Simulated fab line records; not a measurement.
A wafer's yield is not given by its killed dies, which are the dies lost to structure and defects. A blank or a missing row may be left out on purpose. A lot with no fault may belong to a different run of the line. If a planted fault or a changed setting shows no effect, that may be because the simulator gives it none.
Matching of chambers    flow gf180mcu    GF_V4_CMP_26 on cmp-02 has 4 sister chambers
The step polishes, stops on SiO2, t overpolish 15 s, target thk 0 nm. 8 wafers are shown with their chamber, then 10 later ones without.

WAFERS, EACH WITH ITS CHAMBER
wafer   chamber  motorCurrentA (A)  timeToEndpointS (s)
L327.4  1        8.8                90
L330.2  2        11.2               90
L331.3  1        9.2                84
L331.6  0        12.0               92
L332.2  0        12.5               92
L332.5  3        11.2               89
L336.2  3        10.5               85
L336.3  2        11.0               93

WAFERS WHOSE CHAMBER IS MISSING
wafer   motorCurrentA (A)  timeToEndpointS (s)
L336.4  9.1                85
L338.1  8.6                90
L338.2  11.4               83
L338.5  10.7               88
L339.1  11.4               87
L339.2  11.4               91
L339.3  12.1               90
L346.2  11.1               78
L346.3  10.7               92
L346.5  11.8               92

WHICH CHAMBER EACH ONE RAN IN
wafer   from the rows above           in truth
L336.4  1                             1
L338.1  1                             1
L338.2  can't be placed: 3 or 2 or 0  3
L338.5  can't be placed: 3 or 2       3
L339.1  can't be placed: 3 or 2 or 0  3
L339.2  can't be placed: 2 or 3 or 0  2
L339.3  0                             0
L346.2  can't be placed: 3 or 2       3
L346.3  can't be placed: 2 or 3       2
L346.5  can't be placed: 0 or 2 or 3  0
Correctly placed: 3 of 10. Cannot be placed on the basis of these rows: 7; the candidates contain the true chamber in 7. Placed wrongly: 0.
How it was worked out, from the rows above alone: a wafer's distance from a chamber is the root of the sum, over the readings, of the square of ((its reading less the chamber's mean) divided by the reading's scatter). The wafer belongs to the nearest chamber; if the next one is less than 2 further off, it can't be placed. Each chamber's mean is taken over the wafers shown for it. The scatter: take each reading less its chamber's mean, square it, sum over the shown wafers, divide by the number of wafers less the number of chambers, and take the root.
